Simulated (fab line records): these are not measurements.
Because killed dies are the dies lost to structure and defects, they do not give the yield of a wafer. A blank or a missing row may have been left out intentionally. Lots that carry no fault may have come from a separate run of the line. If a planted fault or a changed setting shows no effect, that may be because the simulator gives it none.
Check of tool commonality / flow gf180mcu / 12 lots and 36 wafers in the sample

== WHY IT WAS OPENED ==
At GF_HV_LDD_TW_MEAS_11 the reading HV_LDD_TW is flagged on 2 of 12 lots. Fault-free wafers read 2424, with a standard deviation of 14.
Rule: a lot is flagged in two cases, either no wafer of it has a number, or all its wafers with numbers fall more than 4 standard deviations from that mean. The other lots count as sound.

lot=L825; measured=day 10 13:05; on=film_metro-01; HV_LDD_TW, wafer by wafer=2407 2401 2418; flag=
lot=L826; measured=day 10 18:13; on=film_metro-04; HV_LDD_TW, wafer by wafer=2446 2423 2426; flag=
lot=L828; measured=day 11 09:53; on=film_metro-04; HV_LDD_TW, wafer by wafer=2423 2424 2434; flag=
lot=L829; measured=day 11 14:10; on=film_metro-01; HV_LDD_TW, wafer by wafer=2410 2426 2419; flag=
lot=L830; measured=day 12 01:38; on=film_metro-02; HV_LDD_TW, wafer by wafer=2424 2413 2424; flag=
lot=L831; measured=day 12 04:40; on=film_metro-01; HV_LDD_TW, wafer by wafer=2416 2405 2412; flag=
lot=L834; measured=day 13 04:19; on=film_metro-04; HV_LDD_TW, wafer by wafer=1939 1942 1938; flag=FLAGGED
lot=L835; measured=day 13 11:19; on=film_metro-01; HV_LDD_TW, wafer by wafer=2417 2414 2411; flag=
lot=L837; measured=day 14 03:35; on=film_metro-04; HV_LDD_TW, wafer by wafer=1951 1962 1942; flag=FLAGGED
lot=L841; measured=day 15 03:43; on=film_metro-01; HV_LDD_TW, wafer by wafer=2407 2413 2423; flag=
lot=L844; measured=day 16 06:46; on=film_metro-02; HV_LDD_TW, wafer by wafer=2418 2396 2434; flag=
lot=L847; measured=day 17 09:17; on=film_metro-01; HV_LDD_TW, wafer by wafer=2423 2433 2438; flag=
The mean of the flagged lots' numbers is 1946, -478 from the usual (-34 standard deviations).

== WHICH TOOL EACH LOT WENT THROUGH ==
Before the reading, the record contains 2 process steps out of a 602-step route. Cell contents, in order: the tool; ch with the chambers the sampled wafers went through; the start.
lot=L825; flag=; GF_HV_LDD_IMPLANT_09=implanter-02 ch 0, day 10 12:52; GF_HV_LDD_STRIP_10=plasma_asher-01 ch 0,1, day 10 12:59
lot=L826; flag=; GF_HV_LDD_IMPLANT_09=implanter-03 ch 0, day 10 17:59; GF_HV_LDD_STRIP_10=plasma_asher-02 ch 0,1, day 10 18:07
lot=L828; flag=; GF_HV_LDD_IMPLANT_09=implanter-03 ch 0, day 11 09:38; GF_HV_LDD_STRIP_10=plasma_asher-02 ch 0,1, day 11 09:47
lot=L829; flag=; GF_HV_LDD_IMPLANT_09=implanter-01 ch 0, day 11 13:55; GF_HV_LDD_STRIP_10=plasma_asher-03 ch 0, day 11 14:04
lot=L830; flag=; GF_HV_LDD_IMPLANT_09=implanter-03 ch 0, day 12 01:24; GF_HV_LDD_STRIP_10=plasma_asher-03 ch 0,1, day 12 01:31
lot=L831; flag=; GF_HV_LDD_IMPLANT_09=implanter-01 ch 0, day 12 04:25; GF_HV_LDD_STRIP_10=plasma_asher-02 ch 0, day 12 04:34
lot=L834; flag=FLAGGED; GF_HV_LDD_IMPLANT_09=implanter-03 ch 0, day 13 04:04; GF_HV_LDD_STRIP_10=plasma_asher-03 ch 0,1, day 13 04:13
lot=L835; flag=; GF_HV_LDD_IMPLANT_09=implanter-02 ch 0, day 13 11:04; GF_HV_LDD_STRIP_10=plasma_asher-01 ch 0,1, day 13 11:13
lot=L837; flag=FLAGGED; GF_HV_LDD_IMPLANT_09=implanter-03 ch 0, day 14 03:22; GF_HV_LDD_STRIP_10=plasma_asher-02 ch 0,1, day 14 03:29
lot=L841; flag=; GF_HV_LDD_IMPLANT_09=implanter-02 ch 0, day 15 03:29; GF_HV_LDD_STRIP_10=plasma_asher-03 ch 0,1, day 15 03:37
lot=L844; flag=; GF_HV_LDD_IMPLANT_09=implanter-01 ch 0, day 16 06:31; GF_HV_LDD_STRIP_10=plasma_asher-03 ch 0,1, day 16 06:40
lot=L847; flag=; GF_HV_LDD_IMPLANT_09=implanter-02 ch 0, day 17 09:03; GF_HV_LDD_STRIP_10=plasma_asher-02 ch 0,1, day 17 09:10
These steps, and what they do:
- GF_HV_LDD_IMPLANT_09
- GF_HV_LDD_STRIP_10: strips in O2/N2.
- GF_HV_LDD_TW_MEAS_11

== FLAGGED OVER TOTAL, TOOL BY TOOL (the gauges that took the reading come last) ==
step=GF_HV_LDD_IMPLANT_09; tool=implanter-01; lots run=3; flagged=0; share of the flagged lots=none; sound lots run after its first flagged lot=-
step=GF_HV_LDD_IMPLANT_09; tool=implanter-02; lots run=4; flagged=0; share of the flagged lots=none; sound lots run after its first flagged lot=-
step=GF_HV_LDD_IMPLANT_09; tool=implanter-03; lots run=5; flagged=2; share of the flagged lots=all; sound lots run after its first flagged lot=0
step=GF_HV_LDD_STRIP_10; tool=plasma_asher-01; lots run=2; flagged=0; share of the flagged lots=none; sound lots run after its first flagged lot=-
step=GF_HV_LDD_STRIP_10; tool=plasma_asher-02; lots run=5; flagged=1; share of the flagged lots=some; sound lots run after its first flagged lot=1 (L847)
step=GF_HV_LDD_STRIP_10; tool=plasma_asher-03; lots run=5; flagged=1; share of the flagged lots=some; sound lots run after its first flagged lot=2 (L841,L844)
step=GF_HV_LDD_TW_MEAS_11; tool=film_metro-01; lots run=6; flagged=0; share of the flagged lots=none; sound lots run after its first flagged lot=-
step=GF_HV_LDD_TW_MEAS_11; tool=film_metro-02; lots run=2; flagged=0; share of the flagged lots=none; sound lots run after its first flagged lot=-
step=GF_HV_LDD_TW_MEAS_11; tool=film_metro-04; lots run=4; flagged=2; share of the flagged lots=all; sound lots run after its first flagged lot=0

== WHAT IS ALLOWED BY THE TABLE ==
Table rows that saw every flagged lot: 2, namely implanter-03 at GF_HV_LDD_IMPLANT_09 and film_metro-04 at GF_HV_LDD_TW_MEAS_11.
- implanter-03 at GF_HV_LDD_IMPLANT_09: 2 of its 5 lots flagged. A fault beginning between L830 (day 12 01:24), its last sound lot, and L834 (day 13 04:04), its first flagged one, fits the data. Its own readings lie more than 4 standard deviations out on every wafer of the flagged lots: dose_ions_cm2, faraday_current_uA.
- film_metro-04 at GF_HV_LDD_TW_MEAS_11: 2 of its 4 lots flagged. A fault beginning between L828 (day 11 09:53), its last sound lot, and L834 (day 13 04:19), its first flagged one, fits the data.
These 2 tools cannot be told apart by counting lots, since each of them fits a fault that started at some hour. More lots, or a look at what each step does to the wafer, might.

== WHAT THE SIMULATOR HAD PUT IN ==
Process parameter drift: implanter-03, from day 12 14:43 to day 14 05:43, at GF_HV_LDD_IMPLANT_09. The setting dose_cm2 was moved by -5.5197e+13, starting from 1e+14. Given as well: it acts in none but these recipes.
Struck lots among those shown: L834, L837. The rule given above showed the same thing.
